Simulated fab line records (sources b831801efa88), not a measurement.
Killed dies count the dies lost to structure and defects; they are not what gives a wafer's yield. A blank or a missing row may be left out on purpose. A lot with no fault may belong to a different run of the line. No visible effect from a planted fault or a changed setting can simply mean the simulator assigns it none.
The tool behind it: which one? || flow sky130 || Sampling: 10 lots, 29 wafers, 5 of 708 route steps

WHAT THE GAUGES SHOWED, per wafer
SKY_VIA2_BOW_MEAS_03.
{"lot": "L730", "measured": "day 37 23:32", "on": "film-metro-01", "VIA2_BOW (um)": "117 113 110"}
{"lot": "L732", "measured": "day 38 14:24", "on": "film-metro-03", "VIA2_BOW (um)": "115 127 120"}
{"lot": "L735", "measured": "day 39 10:52", "on": "film-metro-04", "VIA2_BOW (um)": "80 78 90"}
{"lot": "L736", "measured": "day 39 18:37", "on": "film-metro-04", "VIA2_BOW (um)": "82 82 73"}
{"lot": "L737", "measured": "day 39 20:05", "on": "film-metro-01", "VIA2_BOW (um)": "82 94 88"}
{"lot": "L739", "measured": "day 40 10:49", "on": "film-metro-03", "VIA2_BOW (um)": "78 88"}
{"lot": "L740", "measured": "day 41 06:36", "on": "film-metro-03", "VIA2_BOW (um)": "73 76 78"}
{"lot": "L741", "measured": "day 41 12:14", "on": "film-metro-01", "VIA2_BOW (um)": "80 77 83"}
{"lot": "L743", "measured": "day 41 16:52", "on": "film-metro-01", "VIA2_BOW (um)": "84 88 90"}
{"lot": "L745", "measured": "day 42 08:04", "on": "film-metro-03", "VIA2_BOW (um)": "76 81 91"}

WHICH TOOL RAN EACH LOT (tool, then ch and the chambers of the sampled wafers, then the start)
{"lot": "L730", "SKY_VIA1_CMP_24": "cmp-01 ch 0,2,3, day 36 21:07", "SKY_METAL2_DESCUM_17": "rie-metal-01 ch 0,1, day 37 22:09", "SKY_METAL2_ETCH_18": "rie-metal-01 ch 0,1, day 37 22:11", "SKY_VIA2_CMP_02": "cmp-01 ch 1,3, day 37 23:16"}
{"lot": "L732", "SKY_VIA1_CMP_24": "cmp-01 ch 0,1,3, day 37 11:04", "SKY_METAL2_DESCUM_17": "rie-metal-02 ch 0,1, day 38 13:06", "SKY_METAL2_ETCH_18": "rie-metal-02 ch 0,1, day 38 13:08", "SKY_VIA2_CMP_02": "cmp-02 ch 0,1,2, day 38 14:06"}
{"lot": "L735", "SKY_VIA1_CMP_24": "cmp-02 ch 0,1,2, day 38 07:58", "SKY_METAL2_DESCUM_17": "rie-metal-01 ch 0,1, day 39 09:02", "SKY_METAL2_ETCH_18": "rie-metal-01 ch 0,1, day 39 09:04", "SKY_VIA2_CMP_02": "cmp-02 ch 1,2,3, day 39 10:43"}
{"lot": "L736", "SKY_VIA1_CMP_24": "cmp-01 ch 0,3, day 38 15:27", "SKY_METAL2_DESCUM_17": "rie-metal-02 ch 0, day 39 17:03", "SKY_METAL2_ETCH_18": "rie-metal-02 ch 0, day 39 17:08", "SKY_VIA2_CMP_02": "cmp-02 ch 0,1,2, day 39 18:17"}
{"lot": "L737", "SKY_VIA1_CMP_24": "cmp-01 ch 0,1,2, day 38 16:58", "SKY_METAL2_DESCUM_17": "rie-metal-01 ch 0,1, day 39 18:44", "SKY_METAL2_ETCH_18": "rie-metal-01 ch 0,1, day 39 18:46", "SKY_VIA2_CMP_02": "cmp-01 ch 0,1,2, day 39 19:53"}
{"lot": "L739", "SKY_VIA1_CMP_24": "cmp-02 ch 0,2, day 39 08:08", "SKY_METAL2_DESCUM_17": "rie-metal-02 ch 0, day 40 09:02", "SKY_METAL2_ETCH_18": "rie-metal-02 ch 0, day 40 09:08", "SKY_VIA2_CMP_02": "cmp-02 ch 0,2, day 40 10:34"}
{"lot": "L740", "SKY_VIA1_CMP_24": "cmp-02 ch 1,2,3, day 40 03:39", "SKY_METAL2_DESCUM_17": "rie-metal-03 ch 0,1, day 41 05:18", "SKY_METAL2_ETCH_18": "rie-metal-03 ch 0,1, day 41 05:21", "SKY_VIA2_CMP_02": "cmp-02 ch 0,1, day 41 06:16"}
{"lot": "L741", "SKY_VIA1_CMP_24": "cmp-02 ch 2,3, day 40 10:10", "SKY_METAL2_DESCUM_17": "rie-metal-02 ch 0,1, day 41 10:57", "SKY_METAL2_ETCH_18": "rie-metal-02 ch 0,1, day 41 10:59", "SKY_VIA2_CMP_02": "cmp-01 ch 1,3, day 41 11:55"}
{"lot": "L743", "SKY_VIA1_CMP_24": "cmp-01 ch 0,1,2, day 40 14:37", "SKY_METAL2_DESCUM_17": "rie-metal-03 ch 0, day 41 15:36", "SKY_METAL2_ETCH_18": "rie-metal-03 ch 0, day 41 15:38", "SKY_VIA2_CMP_02": "cmp-02 ch 0,1,3, day 41 16:37"}
{"lot": "L745", "SKY_VIA1_CMP_24": "cmp-02 ch 0,2,3, day 41 06:53", "SKY_METAL2_DESCUM_17": "rie-metal-02 ch 1, day 42 06:45", "SKY_METAL2_ETCH_18": "rie-metal-02 ch 1, day 42 06:47", "SKY_VIA2_CMP_02": "cmp-02 ch 0,2,3, day 42 07:48"}
- SKY_VIA1_CMP_24: polishes, stops on SiO2, t overpolish 15 s, target thk 0 nm.
- SKY_METAL2_DESCUM_17: chemistry O2, time 8 s.
- SKY_METAL2_ETCH_18: etches BARC in N2/H2, stops on SiO2, time 45.9 s, target depth 60 nm.
- SKY_VIA2_CMP_02: polishes SiO2.

AS READ BY THE TOOLS THEMSELVES (means over the sampled wafers that have a number; for cases with no such wafer, the mark the record gives instead)
SKY_VIA1_CMP_24.
{"lot": "L730", "tool": "cmp-01", "edge-zone-pressure-frac": 0.993, "head-pressure-psi (psi)": 3.498, "motor-current-A (A)": 11.2, "overpolish-run-s (s)": 14.982, "time-to-endpoint-s (s)": 69.9}
{"lot": "L732", "tool": "cmp-01", "edge-zone-pressure-frac": 0.997, "head-pressure-psi (psi)": 3.502, "motor-current-A (A)": 12.2, "overpolish-run-s (s)": 14.999, "time-to-endpoint-s (s)": 67.2}
{"lot": "L735", "tool": "cmp-02", "edge-zone-pressure-frac": 0.996, "head-pressure-psi (psi)": 3.504, "motor-current-A (A)": 11.4, "overpolish-run-s (s)": 15.006, "time-to-endpoint-s (s)": 67.1}
{"lot": "L736", "tool": "cmp-01", "edge-zone-pressure-frac": 0.998, "head-pressure-psi (psi)": 3.499, "motor-current-A (A)": 11.2, "overpolish-run-s (s)": 14.997, "time-to-endpoint-s (s)": 66.9}
{"lot": "L737", "tool": "cmp-01", "edge-zone-pressure-frac": 0.999, "head-pressure-psi (psi)": 3.501, "motor-current-A (A)": 11.6, "overpolish-run-s (s)": 14.994, "time-to-endpoint-s (s)": 64.6}
{"lot": "L739", "tool": "cmp-02", "edge-zone-pressure-frac": 0.995, "head-pressure-psi (psi)": 3.497, "motor-current-A (A)": 11.9, "overpolish-run-s (s)": 14.998, "time-to-endpoint-s (s)": 65.6}
{"lot": "L740", "tool": "cmp-02", "edge-zone-pressure-frac": 1.000, "head-pressure-psi (psi)": 3.505, "motor-current-A (A)": 10.5, "overpolish-run-s (s)": 14.992, "time-to-endpoint-s (s)": 67.1}
{"lot": "L741", "tool": "cmp-02", "edge-zone-pressure-frac": 0.992, "head-pressure-psi (psi)": 3.502, "motor-current-A (A)": 10.6, "overpolish-run-s (s)": 14.999, "time-to-endpoint-s (s)": 64.0}
{"lot": "L743", "tool": "cmp-01", "edge-zone-pressure-frac": 1.005, "head-pressure-psi (psi)": 3.503, "motor-current-A (A)": 11.6, "overpolish-run-s (s)": 15.001, "time-to-endpoint-s (s)": 64.8}
{"lot": "L745", "tool": "cmp-02", "edge-zone-pressure-frac": 0.999, "head-pressure-psi (psi)": 3.497, "motor-current-A (A)": 11.3, "overpolish-run-s (s)": 15.004, "time-to-endpoint-s (s)": 64.6}

SKY_METAL2_DESCUM_17.
{"lot": "L730", "tool": "rie-metal-01", "drypump-motor-current-A (A)": 6.4, "oes-product-au (a.u.)": 0.999}
{"lot": "L732", "tool": "rie-metal-02", "drypump-motor-current-A (A)": 5.5, "oes-product-au (a.u.)": 1.012}
{"lot": "L735", "tool": "rie-metal-01", "drypump-motor-current-A (A)": 6.4, "oes-product-au (a.u.)": 1.002}
{"lot": "L736", "tool": "rie-metal-02", "drypump-motor-current-A (A)": 5.4, "oes-product-au (a.u.)": 1.011}
{"lot": "L737", "tool": "rie-metal-01", "drypump-motor-current-A (A)": 6.4, "oes-product-au (a.u.)": 1.001}
{"lot": "L739", "tool": "rie-metal-02", "drypump-motor-current-A (A)": 5.4, "oes-product-au (a.u.)": 1.012}
{"lot": "L740", "tool": "rie-metal-03", "drypump-motor-current-A (A)": 5.3, "oes-product-au (a.u.)": 0.993}
{"lot": "L741", "tool": "rie-metal-02", "drypump-motor-current-A (A)": 5.5, "oes-product-au (a.u.)": 1.004}
{"lot": "L743", "tool": "rie-metal-03", "drypump-motor-current-A (A)": 5.2, "oes-product-au (a.u.)": 1.006}
{"lot": "L745", "tool": "rie-metal-02", "drypump-motor-current-A (A)": 5.7, "oes-product-au (a.u.)": 1.001}

SKY_METAL2_ETCH_18.
{"lot": "L730", "tool": "rie-metal-01", "bias-w (W)": 99.79, "drypump-motor-current-A (A)": 6.4, "oes-product-au (a.u.)": 0.859, "throttle-valve-pct (%)": 13.231}
{"lot": "L732", "tool": "rie-metal-02", "bias-w (W)": 99.87, "drypump-motor-current-A (A)": 5.5, "oes-product-au (a.u.)": 0.855, "throttle-valve-pct (%)": 13.218}
{"lot": "L735", "tool": "rie-metal-01", "bias-w (W)": 99.98, "drypump-motor-current-A (A)": 6.4, "oes-product-au (a.u.)": 0.857, "throttle-valve-pct (%)": 13.216}
{"lot": "L736", "tool": "rie-metal-02", "bias-w (W)": 99.74, "drypump-motor-current-A (A)": 5.4, "oes-product-au (a.u.)": 0.856, "throttle-valve-pct (%)": 13.222}
{"lot": "L737", "tool": "rie-metal-01", "bias-w (W)": 100.13, "drypump-motor-current-A (A)": 6.4, "oes-product-au (a.u.)": 0.855, "throttle-valve-pct (%)": 13.227}
{"lot": "L739", "tool": "rie-metal-02", "bias-w (W)": 100.03, "drypump-motor-current-A (A)": 5.4, "oes-product-au (a.u.)": 0.855, "throttle-valve-pct (%)": 13.224}
{"lot": "L740", "tool": "rie-metal-03", "bias-w (W)": 99.66, "drypump-motor-current-A (A)": 5.3, "oes-product-au (a.u.)": 0.857, "throttle-valve-pct (%)": 13.223}
{"lot": "L741", "tool": "rie-metal-02", "bias-w (W)": 100.24, "drypump-motor-current-A (A)": 5.5, "oes-product-au (a.u.)": 0.854, "throttle-valve-pct (%)": 13.215}
{"lot": "L743", "tool": "rie-metal-03", "bias-w (W)": 99.97, "drypump-motor-current-A (A)": 5.2, "oes-product-au (a.u.)": 0.857, "throttle-valve-pct (%)": 13.225}
{"lot": "L745", "tool": "rie-metal-02", "bias-w (W)": 100.15, "drypump-motor-current-A (A)": 5.7, "oes-product-au (a.u.)": 0.854, "throttle-valve-pct (%)": 13.217}

SKY_VIA2_CMP_02.
{"lot": "L730", "tool": "cmp-01", "edge-zone-pressure-frac": "-", "head-pressure-psi (psi)": "-", "motor-current-A (A)": "-"}
{"lot": "L732", "tool": "cmp-02", "edge-zone-pressure-frac": "-", "head-pressure-psi (psi)": "-", "motor-current-A (A)": "-"}
{"lot": "L735", "tool": "cmp-02", "edge-zone-pressure-frac": 0.995, "head-pressure-psi (psi)": 4.001, "motor-current-A (A)": 11.7}
{"lot": "L736", "tool": "cmp-02", "edge-zone-pressure-frac": 1.002, "head-pressure-psi (psi)": 4.002, "motor-current-A (A)": 12.4}
{"lot": "L737", "tool": "cmp-01", "edge-zone-pressure-frac": 0.996, "head-pressure-psi (psi)": 4.001, "motor-current-A (A)": 12.9}
{"lot": "L739", "tool": "cmp-02", "edge-zone-pressure-frac": 1.006, "head-pressure-psi (psi)": 3.995, "motor-current-A (A)": 12.2}
{"lot": "L740", "tool": "cmp-02", "edge-zone-pressure-frac": 1.005, "head-pressure-psi (psi)": 4.005, "motor-current-A (A)": 12.1}
{"lot": "L741", "tool": "cmp-01", "edge-zone-pressure-frac": 1.003, "head-pressure-psi (psi)": 3.985, "motor-current-A (A)": 12.9}
{"lot": "L743", "tool": "cmp-02", "edge-zone-pressure-frac": 0.994, "head-pressure-psi (psi)": 3.992, "motor-current-A (A)": 11.6}
{"lot": "L745", "tool": "cmp-02", "edge-zone-pressure-frac": 0.995, "head-pressure-psi (psi)": 4.004, "motor-current-A (A)": 12.9}

THE ANSWER, worked out from the rows above alone
Rule: the lots themselves supply what counts as usual. Put in order of their means at a reading, lots are off if they are a third of the lots or fewer, leave a main group of 4 or more, and stand apart from it by a gap of 3 or more times the standard deviation of the main group's means; of several such gaps the widest counts. A main group is skipped when, at the precision printed for the reading in the tables above, its means are all equal. A lot without any number at a reading at which 4 lots or more have one is off too. Where the step has rows for the other lots, those lots are counted as sound. Order of review: gauges by route order, followed by the tools' own readings, for which a lot's mean as printed above is used. At the first step where some lot is off, the reading lying furthest off is the one used; lots without a number count as furthest.
Off: L730, L732, at SKY_VIA2_BOW_MEAS_03 (VIA2_BOW). The main group: mean 82 um, standard deviation 3.9.
A tool fits if, at a process step before that reading, it ran every lot that is off, and no sound lot after the first of them. Not tried: the gauges at SKY_VIA2_BOW_MEAS_03; whatever is off there is also off at SKY_VIA2_CMP_02, on other tools, and gauge error can't account for it. No candidate that was tried fits.

WHAT THE SIMULATOR HAD PUT IN
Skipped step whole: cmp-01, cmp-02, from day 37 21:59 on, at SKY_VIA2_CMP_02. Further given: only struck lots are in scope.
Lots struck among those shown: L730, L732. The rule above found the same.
